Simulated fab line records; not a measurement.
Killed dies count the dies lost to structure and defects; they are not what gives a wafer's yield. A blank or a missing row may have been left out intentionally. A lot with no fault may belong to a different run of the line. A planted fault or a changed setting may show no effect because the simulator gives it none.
fab line records + flow sky130
record
- lots=6
- wafers=17
- last_day=49
route steps=708 shown LI_CONTACT@371 PAD_OPEN@708
lots that met no fault: from a run of the same line without faults
start_h: the number of hours between the record's first day and the start of the first shown wafer of the lot + wait_h: how many hours have passed since the lot's step before this one + " same as the row above + L1.1+2: several wafers, shown together as one row + - either no value or no given start + * or withheld: withheld + < > ~ a bound
route shown NAME@n: a module of which the file shows steps, and the number in the route of the first + usual: average and standard deviation across the fault-free wafers + same: alike in all rows + chamber/n: place in a boat + sites: per-site readings + _std_site: standard deviation of those values + _edge_site: outer sites' mean less inner sites' + radius_mm: for every site, how far away it sits from the centre of the wafer + mask NAME#n: copy n + behind: the most recent tool/chamber to have shaped the wafer + hold: the reason the lot was held/the length of the hold in hours/how it ended + device: the transistor (n, p or np) that didn't switch + end of line: at the end of the route, the tests of the same wafers + a step with no rows: only its recipe + killed: dies that structure and defects cost at the first sort, which is not the same as the wafer's yield + map: a wafer's dies, marking killed ones x, the rest . and places with no die _
set.NAME: the setting as run; set.NAME@STEP: as run at that earlier step + model.NAME: the simulator's own value behind a step, which no gauge read
a table for each step, a row for each wafer; lots at some steps of the route
services: from which hour (start_h, from the record's first day; less than 0 if before it) a tool's chamber was out of use, for how many hours, and why
## steps
# step SKY_LI_CONTACT_EXPOSE_09
# recipe
- mask_id=LICM1
- na=0.8
- source_shape=annular
- sigma_inner=0.55
- sigma_outer=0.85
- target_cd_nm=170
- dose_mj=38
# step SKY_LI_CONTACT_PEB_10
# recipe
- peb_temp_c=withheld
- peb_time_s=withheld
- resist=KrF-thick
# step SKY_LI_CONTACT_DEVELOP_11
# recipe
- develop_time_s=60
- resist=KrF-thick
- dev_temp_c=21
# step SKY_LI_CONTACT_CD_MEAS_12
# recipe
- target_cd_nm=170
# usual
- cd_nm=170.4/1.5
| lot.wafer | tool      | chamber | start_h | wait_h | cd_nm |
|-----------|-----------|---------|---------|--------|-------|
| L711.2    | cd_sem-02 | -       | 670.73  | -      | 170.6 |
| L711.3    | "         | -       | "       | "      | 170.5 |
| L711.4    | "         | -       | "       | "      | 170.3 |
| L715.3    | cd_sem-02 | -       | 795.44  | -      | 172.1 |
| L715.5    | "         | -       | "       | "      | 171.0 |
| L715.6    | "         | -       | "       | "      | 169.3 |
| L721.1    | cd_sem-02 | -       | 802.06  | -      | 168.5 |
| L721.5    | "         | -       | "       | "      | 169.4 |
| L721.6    | "         | -       | "       | "      | 169.2 |
| L724.4    | cd_sem-01 | -       | 809.61  | -      | 171.5 |
| L724.6    | "         | -       | "       | "      | 170.7 |
| L727.2    | cd_sem-01 | -       | 811.08  | -      | 170.0 |
| L727.3    | "         | -       | "       | "      | 170.4 |
| L727.6    | "         | -       | "       | "      | 170.9 |
| L732.2    | cd_sem-01 | -       | 827.12  | -      | 171.6 |
| L732.3    | "         | -       | "       | "      | 171.4 |
| L732.6    | "         | -       | "       | "      | 170.3 |
# step SKY_LI_CONTACT_OVL_MEAS_13
# usual
- LI_CONTACT_OVL=-2/5.6
| lot.wafer | tool       | chamber | start_h | wait_h | LI_CONTACT_OVL[nm] |
|-----------|------------|---------|---------|--------|--------------------|
| L711.2    | overlay-01 | -       | 670.83  | 0.1    | -1                 |
| L711.3    | "          | -       | "       | "      | -3                 |
| L711.4    | "          | -       | "       | "      | -2                 |
| L715.3    | overlay-01 | -       | 795.53  | 0.1    | -1                 |
| L715.5    | "          | -       | "       | "      | -2                 |
| L715.6    | "          | -       | "       | "      | -3                 |
| L721.1    | overlay-02 | -       | 802.18  | 0.1    | 8                  |
| L721.5    | "          | -       | "       | "      | 4                  |
| L721.6    | "          | -       | "       | "      | 3                  |
| L724.4    | overlay-01 | -       | 809.69  | 0.1    | -5                 |
| L724.6    | "          | -       | "       | "      | -9                 |
| L727.2    | overlay-01 | -       | 811.18  | 0.1    | 12                 |
| L727.3    | "          | -       | "       | "      | 14                 |
| L727.6    | "          | -       | "       | "      | 15                 |
| L732.2    | overlay-02 | -       | 827.23  | 0.1    | -4                 |
| L732.3    | "          | -       | "       | "      | -4                 |
| L732.6    | "          | -       | "       | "      | -4                 |
# step SKY_LI_CONTACT_ETCH_14
# recipe
- chemistry=N2/H2
- target=BARC
- ion_energy_ev=200
- source_w=500
- bias_w=100
- pressure_mtorr=30
- n2_flow_sccm=100
- h2_flow_sccm=200
- stop_on=SiO2
- time_s=45.9
- target_depth_a=600
# usual
- drypump_motor_current_A=5.6/0.33
- oes_product_au=0.854/0.0049
- throttle_valve_pct=13.224/0.0087
# same
- time_s=45.9
| lot.wafer | tool        | chamber | start_h | wait_h | drypump_motor_current_A | oes_product_au | rf_hours_counter_h | throttle_valve_pct |
|-----------|-------------|---------|---------|--------|-------------------------|----------------|--------------------|--------------------|
| L711.2    | rie_diel-04 | 0       | 670.86  | 0.0    | 5.4                     | 0.855          | 6                  | 13.220             |
| L711.3    | "           | 3       | "       | "      | 5.7                     | 0.855          | 6                  | 13.226             |
| L711.4    | "           | 1       | "       | "      | 5.2                     | 0.860          | 22                 | 13.231             |
| L715.3    | rie_diel-03 | 1       | 795.56  | 0.0    | 5.5                     | 0.851          | 14                 | 13.224             |
| L715.5    | "           | 1       | "       | "      | 5.4                     | 0.861          | -                  | 13.227             |
| L715.6    | "           | 0       | "       | "      | 5.9                     | 0.851          | -                  | 13.233             |
| L721.1    | rie_diel-03 | 0       | 802.22  | 0.0    | 5.9                     | 0.854          | 6                  | 13.226             |
| L721.5    | "           | 3       | "       | "      | 5.4                     | 0.851          | -                  | 13.230             |
| L721.6    | "           | 0       | "       | "      | 5.9                     | 0.850          | -                  | 13.226             |
| L724.4    | rie_diel-04 | 1       | 809.71  | 0.0    | 5.2                     | 0.864          | 25                 | 13.228             |
| L724.6    | "           | 3       | "       | "      | 5.8                     | 0.851          | -                  | 13.228             |
| L727.2    | rie_diel-04 | 1       | 811.21  | 0.0    | 5.2                     | 0.853          | 26                 | 13.199             |
| L727.3    | "           | 3       | "       | "      | 5.8                     | 0.852          | 9                  | 13.233             |
| L727.6    | "           | 0       | "       | "      | 5.4                     | 0.861          | -                  | 13.212             |
| L732.2    | rie_diel-03 | 0       | 827.26  | 0.0    | 5.9                     | 0.858          | 6                  | 13.237             |
| L732.3    | "           | 3       | "       | "      | 5.4                     | 0.850          | 8                  | 13.208             |
| L732.6    | "           | 3       | "       | "      | 5.4                     | 0.852          | -                  | 13.213             |
# step SKY_LI_CONTACT_ETCH_15
# recipe
- target=PSG
- chemistry=C4F8/O2/Ar
- stop_on=Si
- taper_deg=4.15
- mask_material=KrF-thick
- source_w=1500
- bias_w=1200
- pressure_mtorr=40
- c4f8_flow_sccm=withheld
- O2_flow_sccm=6
- Ar_flow_sccm=300
- time_s=withheld
- target_depth_a=6000
# usual
- oes_product_au=0.836/0.0046
| lot.wafer | tool        | chamber | start_h | wait_h | oes_product_au |
|-----------|-------------|---------|---------|--------|----------------|
| L711.2    | rie_diel-04 | 0       | 670.91  | 0.0    | 0.832          |
| L711.3    | "           | 3       | "       | "      | 0.832          |
| L711.4    | "           | 1       | "       | "      | 0.832          |
| L715.3    | rie_diel-03 | 1       | 795.60  | 0.0    | 0.838          |
| L715.5    | "           | 1       | "       | "      | 0.837          |
| L715.6    | "           | 0       | "       | "      | 0.841          |
| L721.1    | rie_diel-03 | 0       | 802.26  | 0.0    | 0.835          |
| L721.5    | "           | 3       | "       | "      | 0.835          |
| L721.6    | "           | 0       | "       | "      | 0.844          |
| L724.4    | rie_diel-04 | 1       | 809.75  | 0.0    | 0.838          |
| L724.6    | "           | 3       | "       | "      | 0.841          |
| L727.2    | rie_diel-04 | 1       | 811.26  | 0.0    | 0.836          |
| L727.3    | "           | 3       | "       | "      | 0.841          |
| L727.6    | "           | 0       | "       | "      | 0.832          |
| L732.2    | rie_diel-03 | 0       | 827.30  | 0.0    | 0.835          |
| L732.3    | "           | 3       | "       | "      | 0.833          |
| L732.6    | "           | 3       | "       | "      | 0.836          |
# step SKY_LI_CONTACT_STRIP_16
# recipe
- chemistry=O2/N2
- power_w=1400
- pressure_mtorr=1500
- platen_temp_c=withheld
- o2_flow_sccm=3000
- n2_flow_sccm=300
- overash_fraction=0.5
# usual
- drypump_motor_current_A=5.7/0.66
- oes_product_au=0.375/0.0048
- strip_time_to_endpoint_s=3.48/0.04
| lot.wafer | tool            | chamber | start_h | wait_h | drypump_motor_current_A | oes_product_au | rf_hours_counter_h | strip_time_to_endpoint_s |
|-----------|-----------------|---------|---------|--------|-------------------------|----------------|--------------------|--------------------------|
| L711.2    | plasma_asher-03 | 1       | 670.99  | -      | 5.0                     | 0.379          | 24                 | 3.49                     |
| L711.3    | "               | 1       | "       | "      | 5.0                     | 0.374          | -                  | 3.43                     |
| L711.4    | "               | 0       | "       | "      | 5.8                     | 0.375          | -                  | 3.48                     |
| L715.3    | plasma_asher-01 | 1       | 795.72  | -      | 5.6                     | 0.377          | -                  | 3.48                     |
| L715.5    | "               | 0       | "       | "      | 5.3                     | 0.375          | -                  | 3.47                     |
| L715.6    | "               | 1       | "       | "      | 5.6                     | 0.370          | -                  | 3.54                     |
| L721.1    | plasma_asher-01 | 1       | 802.34  | -      | 5.6                     | 0.378          | 64                 | 3.51                     |
| L721.5    | "               | 1       | "       | "      | 5.6                     | 0.370          | -                  | 3.50                     |
| L721.6    | "               | 0       | "       | "      | 5.3                     | 0.376          | -                  | 3.50                     |
| L724.4    | plasma_asher-02 | 0       | 809.87  | -      | 6.8                     | 0.379          | -                  | 3.44                     |
| L724.6    | "               | 0       | "       | "      | 6.8                     | 0.369          | -                  | 3.40                     |
| L727.2    | plasma_asher-02 | 1       | 811.34  | -      | 5.4                     | 0.377          | 102                | 3.47                     |
| L727.3    | "               | 1       | "       | "      | 5.4                     | 0.370          | -                  | 3.40                     |
| L727.6    | "               | 1       | "       | "      | 5.3                     | 0.369          | -                  | 3.50                     |
| L732.2    | plasma_asher-02 | 0       | 827.39  | -      | 6.8                     | 0.381          | 104                | 3.46                     |
| L732.3    | "               | 0       | "       | "      | 6.8                     | 0.372          | -                  | 3.47                     |
| L732.6    | "               | 1       | "       | "      | 5.3                     | 0.380          | -                  | 3.48                     |
# step SKY_LI_CONTACT_CLEAN_17
# recipe
- chemistry=NMP
- time_s=600
- temp_c=60
- dry=n2_spin
# step SKY_LI_CONTACT_PRE_CLEAN_18
# recipe
- gas=Ar
- time_s=5.6
- bias_v=358
# step SKY_LI_CONTACT_SPUTTER_19
# recipe
- material=Ti
- target_thk_nm=20
- chamber_pressure_pa=5
- power_w=2500
- substrate_temp_c=200
- time_s=106.37
# usual
- throttle_valve_pct=30.0/1.1
# same
- time_s=106.37
| lot.wafer | tool           | chamber | start_h | wait_h | throttle_valve_pct |
|-----------|----------------|---------|---------|--------|--------------------|
| L711.2    | pvd_sputter-01 | -       | 671.29  | 0.0    | 28.9               |
| L711.3    | "              | -       | "       | "      | 28.6               |
| L711.4    | "              | -       | "       | "      | 30.4               |
| L715.3    | pvd_sputter-02 | -       | 795.98  | 0.0    | 29.8               |
| L715.5    | "              | -       | "       | "      | 30.9               |
| L715.6    | "              | -       | "       | "      | 30.9               |
| L721.1    | pvd_sputter-02 | -       | 802.66  | 0.0    | 30.8               |
| L721.5    | "              | -       | "       | "      | 30.8               |
| L721.6    | "              | -       | "       | "      | 29.6               |
| L724.4    | pvd_sputter-03 | -       | 810.14  | 0.0    | 30.0               |
| L724.6    | "              | -       | "       | "      | 30.0               |
| L727.2    | pvd_sputter-03 | -       | 811.64  | 0.0    | 31.7               |
| L727.3    | "              | -       | "       | "      | 29.9               |
| L727.6    | "              | -       | "       | "      | 31.2               |
| L732.2    | pvd_sputter-02 | -       | 827.70  | 0.0    | 29.8               |
| L732.3    | "              | -       | "       | "      | 29.1               |
| L732.6    | "              | -       | "       | "      | 29.7               |
# step SKY_LI_CONTACT_SPUTTER_20
# recipe
- material=TiN
- target_thk_nm=20
- chamber_pressure_pa=5
- power_w=4000
- time_s=80
# usual
- throttle_valve_pct=30.0/1.1
# same
- time_s=80
| lot.wafer | tool           | chamber | start_h | wait_h | throttle_valve_pct |
|-----------|----------------|---------|---------|--------|--------------------|
| L711.2    | pvd_sputter-01 | -       | 671.36  | 0.0    | 28.9               |
| L711.3    | "              | -       | "       | "      | 28.7               |
| L711.4    | "              | -       | "       | "      | 30.6               |
| L715.3    | pvd_sputter-02 | -       | 796.05  | 0.0    | 29.5               |
| L715.5    | "              | -       | "       | "      | 30.6               |
| L715.6    | "              | -       | "       | "      | 31.0               |
| L721.1    | pvd_sputter-02 | -       | 802.73  | 0.0    | 30.7               |
| L721.5    | "              | -       | "       | "      | 30.9               |
| L721.6    | "              | -       | "       | "      | 29.7               |
| L724.4    | pvd_sputter-03 | -       | 810.22  | 0.0    | 29.7               |
| L724.6    | "              | -       | "       | "      | 30.1               |
| L727.2    | pvd_sputter-03 | -       | 811.71  | 0.0    | 31.9               |
| L727.3    | "              | -       | "       | "      | 29.9               |
| L727.6    | "              | -       | "       | "      | 31.2               |
| L732.2    | pvd_sputter-02 | -       | 827.77  | 0.0    | 29.9               |
| L732.3    | "              | -       | "       | "      | 29.1               |
| L732.6    | "              | -       | "       | "      | 29.6               |
# step SKY_LI_CONTACT_CVD_21
# recipe
- material=W
- target_thk_nm=400
- time_s=120.56
- temp_c=400
- pressure_torr=40
# usual
- heater_power_outer_w=474/48
- heater_power_w=770/73
| lot.wafer | tool     | chamber | start_h | wait_h | heater_power_outer_w | heater_power_w | model.W_of_LI_CONTACT_CVD_21.thk_nm |
|-----------|----------|---------|---------|--------|----------------------|----------------|-------------------------------------|
| L711.2    | cvd_w-02 | 1       | 671.42  | 0.0    | 531                  | 862            | 405.4                               |
| L711.3    | "        | 1       | "       | "      | 522                  | 899            | 403.4                               |
| L711.4    | "        | 0       | "       | "      | 447                  | 730            | 407.9                               |
| L715.3    | cvd_w-01 | 0       | 796.16  | 0.1    | 412                  | 709            | 401.5                               |
| L715.5    | "        | 1       | "       | "      | 505                  | 763            | 404.1                               |
| L715.6    | "        | 0       | "       | "      | 411                  | 690            | 400.6                               |
| L721.1    | cvd_w-02 | 0       | 802.79  | 0.0    | 455                  | 750            | 410.8                               |
| L721.5    | "        | 0       | "       | "      | 451                  | 759            | 416.5                               |
| L721.6    | "        | 1       | "       | "      | 536                  | 888            | 426.5                               |
| L724.4    | cvd_w-02 | 0       | 810.32  | 0.1    | 442                  | 747            | 431.7                               |
| L724.6    | "        | 1       | "       | "      | 548                  | 882            | 422.5                               |
| L727.2    | cvd_w-01 | 1       | 811.77  | 0.0    | 500                  | 760            | 399.6                               |
| L727.3    | "        | 1       | "       | "      | 501                  | 776            | 395.3                               |
| L727.6    | "        | 1       | "       | "      | 515                  | 743            | 401                                 |
| L732.2    | cvd_w-01 | 0       | 827.84  | 0.0    | 408                  | 711            | 401.3                               |
| L732.3    | "        | 1       | "       | "      | 502                  | 769            | 399.4                               |
| L732.6    | "        | 1       | "       | "      | 502                  | 761            | 399.8                               |
# step SKY_LI_CONTACT_RS_MEAS_22
# recipe
- thk_meas_gauge=four-point-probe
- reads=W_of_LI_CONTACT_CVD_21+TiN_of_LI_CONTACT_SPUTTER_20+Ti_of_LI_CONTACT_SPUTTER_19
# usual
- LI_CONTACT_W_RS=0.283/0.0038
| lot.wafer | tool          | chamber | start_h | wait_h | LI_CONTACT_W_RS[ohm/sq] |
|-----------|---------------|---------|---------|--------|-------------------------|
| L711.2    | film_metro-03 | -       | 671.57  | 0.1    | 0.280                   |
| L711.3    | "             | -       | "       | "      | 0.282                   |
| L711.4    | "             | -       | "       | "      | 0.279                   |
| L715.3    | film_metro-04 | -       | 796.28  | 0.1    | 0.284                   |
| L715.5    | "             | -       | "       | "      | 0.282                   |
| L715.6    | "             | -       | "       | "      | 0.285                   |
| L721.1    | film_metro-04 | -       | 802.92  | 0.1    | 0.277                   |
| L721.5    | "             | -       | "       | "      | 0.274                   |
| L721.6    | "             | -       | "       | "      | 0.267                   |
| L724.4    | film_metro-03 | -       | 810.47  | 0.1    | 0.264                   |
| L724.6    | "             | -       | "       | "      | 0.270                   |
| L727.2    | film_metro-03 | -       | 811.92  | 0.1    | 0.285                   |
| L727.3    | "             | -       | "       | "      | 0.288                   |
| L727.6    | "             | -       | "       | "      | 0.284                   |
| L732.2    | film_metro-02 | -       | 827.98  | 0.1    | 0.284                   |
| L732.3    | "             | -       | "       | "      | 0.285                   |
| L732.6    | "             | -       | "       | "      | 0.285                   |
# step SKY_LI_CONTACT_THK_MEAS_23
# recipe
- thk_meas_gauge=xrf
- reads=W_of_LI_CONTACT_CVD_21
# usual
- LI_CONTACT_W_THK=395/7.6
| lot.wafer | tool          | chamber | start_h | wait_h | LI_CONTACT_W_THK[nm] |
|-----------|---------------|---------|---------|--------|----------------------|
| L711.2    | film_metro-03 | -       | 671.68  | 0.1    | 400                  |
| L711.3    | "             | -       | "       | "      | 397                  |
| L711.4    | "             | -       | "       | "      | 400                  |
| L715.3    | film_metro-04 | -       | 796.38  | 0.1    | 394                  |
| L715.5    | "             | -       | "       | "      | 394                  |
| L715.6    | "             | -       | "       | "      | 394                  |
| L721.1    | film_metro-04 | -       | 803.04  | 0.1    | 400                  |
| L721.5    | "             | -       | "       | "      | 409                  |
| L721.6    | "             | -       | "       | "      | 415                  |
| L724.4    | film_metro-03 | -       | 810.56  | 0.1    | 416                  |
| L724.6    | "             | -       | "       | "      | 405                  |
| L727.2    | film_metro-03 | -       | 812.03  | 0.1    | 388                  |
| L727.3    | "             | -       | "       | "      | 380                  |
| L727.6    | "             | -       | "       | "      | 389                  |
| L732.2    | film_metro-02 | -       | 828.09  | 0.1    | 401                  |
| L732.3    | "             | -       | "       | "      | 395                  |
| L732.6    | "             | -       | "       | "      | 401                  |
# step SKY_PAD_OPEN_PROBE_99
# usual
- killed_at_M0_to_M3=42/7.3
- killed_at_M4_up=3.4/2
- killed_at_contacts=24/5.8
- killed_at_front_end=15/4.6
- killed_at_other=0.3/0.62
- killed_dies=84/9.8
- killed_open=47/6.9
- killed_short=38/6.3
# same
- gross_dies=492
- killed_at_back_side=0
| lot.wafer | tool      | chamber | start_h | wait_h | killed_at_M0_to_M3 | killed_at_M4_up | killed_at_contacts | killed_at_front_end | killed_at_other | killed_dies | killed_open | killed_short |
|-----------|-----------|---------|---------|--------|--------------------|-----------------|--------------------|---------------------|-----------------|-------------|-------------|--------------|
| L715.3    | prober-02 | -       | 1165.30 | 0.2    | 50                 | 1               | 23                 | 13                  | 0               | 87          | 51          | 36           |
| L715.5    | prober-02 | -       | 1165.40 | 0.2    | 34                 | 1               | 23                 | 10                  | 2               | 70          | 31          | 39           |
| L715.6    | prober-02 | -       | 1165.45 | 0.2    | 43                 | 2               | 28                 | 13                  | 0               | 86          | 53          | 33           |
| L721.1    | prober-01 | -       | 1168.20 | 0.1    | 42                 | 2               | 32                 | 19                  | 1               | 96          | 52          | 44           |
| L721.5    | prober-01 | -       | 1168.40 | 0.2    | 39                 | 4               | 23                 | 13                  | 0               | 79          | 36          | 43           |
| L721.6    | prober-01 | -       | 1168.45 | 0.2    | 34                 | 2               | 12                 | 11                  | 0               | 59          | 35          | 24           |
| L727.2    | prober-01 | -       | 1172.62 | 0.1    | 40                 | 3               | 27                 | 11                  | 1               | 82          | 45          | 37           |
| L727.3    | prober-01 | -       | 1172.67 | 0.2    | 35                 | 7               | 36                 | 16                  | 0               | 94          | 51          | 43           |
| L727.6    | prober-01 | -       | 1172.82 | 0.2    | 30                 | 3               | 20                 | 13                  | 0               | 66          | 33          | 33           |
# killed by level:class
L715.3 VIA1:geometric_particle:open=13 VIA3:geometric_particle:open=9 VIA2:geometric_particle:open=7 CONTACT:geometric_particle:open=7 CONTACT:geometric_particle:short=6 POLY_GATE:geometric_particle:open=4 LI_CONTACT:geometric_particle:short=4 LI_CONTACT:geometric_particle:open=4
L715.5 LI_CONTACT:geometric_particle:open=9 VIA1:geometric_particle:open=8 FIELD_ISO:geometric_particle:short=6 METAL2:geometric_particle:short=6 VIA3:geometric_particle:open=5 CONTACT:geometric_particle:short=5 VIA1:geometric_particle:short=5 CONTACT:geometric_particle:open=4
L715.6 VIA1:geometric_particle:open=11 CONTACT:geometric_particle:open=9 LI_CONTACT:geometric_particle:open=8 VIA2:geometric_particle:open=7 CONTACT:geometric_particle:short=6 VIA1:geometric_particle:short=6 METAL2:geometric_particle:short=5 POLY_GATE:geometric_particle:open=4
L721.1 CONTACT:geometric_particle:open=10 VIA1:geometric_particle:open=9 LOCAL_INTERCONNECT:geometric_particle:short=7 METAL1:geometric_particle:short=7 VIA3:geometric_particle:open=7 POLY_GATE:geometric_particle:short=6 CONTACT:geometric_particle:short=6 LI_CONTACT:geometric_particle:open=5
L721.5 METAL2:geometric_particle:short=7 LI_CONTACT:geometric_particle:open=6 VIA3:geometric_particle:short=5 LI_CONTACT:geometric_particle:short=5 CONTACT:geometric_particle:open=5 VIA1:geometric_particle:short=5 VIA1:geometric_particle:open=5 VIA2:geometric_particle:open=5
L721.6 VIA3:geometric_particle:open=9 VIA2:geometric_particle:open=6 METAL1:geometric_particle:short=5 VIA1:geometric_particle:open=5 METAL2:geometric_particle:short=5 FIELD_ISO:geometric_particle:open=4 CONTACT:geometric_particle:open=4 FIELD_ISO:geometric_particle:short=3
L727.2 VIA1:geometric_particle:open=10 CONTACT:geometric_particle:open=9 LI_CONTACT:geometric_particle:open=7 VIA3:geometric_particle:open=7 METAL1:geometric_particle:short=5 LOCAL_INTERCONNECT:geometric_particle:short=4 CONTACT:geometric_particle:short=4 VIA1:geometric_particle:short=4
L727.3 CONTACT:geometric_particle:open=11 LI_CONTACT:geometric_particle:open=9 CONTACT:geometric_particle:short=6 VIA3:geometric_particle:open=6 VIA1:geometric_particle:open=6 POLY_GATE:geometric_particle:short=5 LOCAL_INTERCONNECT:geometric_particle:short=5 METAL2:geometric_particle:short=5
L727.6 CONTACT:geometric_particle:open=8 METAL2:geometric_particle:short=8 FIELD_ISO:geometric_particle:short=7 VIA1:geometric_particle:open=6 VIA2:geometric_particle:open=6 METAL1:geometric_particle:short=4 LI_CONTACT:geometric_particle:open=4 CONTACT:geometric_particle:short=4
## services
| tool            | chamber | start_h | hours | kind   |
|-----------------|---------|---------|-------|--------|
| pvd_sputter-01  | -       | 647.49  | 3.3   | repair |
| plasma_asher-01 | -       | 657.00  | 40.0  | repair |
| pvd_sputter-01  | -       | 660.96  | 4.3   | repair |
| rie_diel-03     | 0       | 669.62  | 16.5  | repair |
| plasma_asher-03 | -       | 671.64  | 2.8   | pm     |
| cvd_w-02        | -       | 672.98  | 6.9   | pm     |
| plasma_asher-02 | -       | 674.39  | 2.8   | pm     |
| rie_diel-04     | 2       | 678.15  | 4.4   | repair |
| pvd_sputter-01  | -       | 688.43  | 3.9   | repair |
| rie_diel-04     | 0       | 709.82  | 3.2   | repair |
| pvd_sputter-01  | -       | 722.45  | 14.3  | repair |
| pvd_sputter-02  | -       | 725.86  | 0.5   | repair |
| pvd_sputter-02  | -       | 753.06  | 2.0   | repair |
| pvd_sputter-03  | -       | 768.61  | 2.6   | repair |
| cvd_w-01        | 1       | 769.64  | 14.5  | repair |
| rie_diel-03     | 3       | 772.90  | 2.5   | repair |
| rie_diel-03     | 2       | 783.19  | 1.8   | repair |
| plasma_asher-01 | -       | 820.06  | 63.2  | repair |
## key
first_sign
- step=SKY_LI_CONTACT_RS_MEAS_22
- reading=LI_CONTACT_W_RS
- direction=down
- sigmas=4.2
- usual=0.283
- struck=0.267
effect
- step=SKY_LI_CONTACT_THK_MEAS_23
- reading=LI_CONTACT_W_THK
- direction=up
- sigmas=2.2
- usual=395
- struck=412
model_effect
- step=SKY_LI_CONTACT_CVD_21
- value=W_of_LI_CONTACT_CVD_21.thk_nm
- without=406.8
- struck=426.9
met_at SKY_LI_CONTACT_CVD_21
struck_wafers L721.6,L724.4,L724.6
tester_left_out L721,L724
onset_between 671.42 802.79
fault
- kind=process_parameter_drift
- tool=cvd_w-02
- chamber=-
- onset_h=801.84
- steps=SKY_LI_CONTACT_CVD_21
- channel=target_thk_nm
- offset=20.082
- shape=step
- end_h=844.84
- scope=struck_wafers_only
- acts_in=these_recipes_only
- stated=400
# tester_left_out: of these lots the tester's yield and bins aren't shown, on N5 and GAA mostly nor the transistor test; their killed dies are dies lost to structure and defects alone, not to doping, threshold or leakage, so they don't give the yield
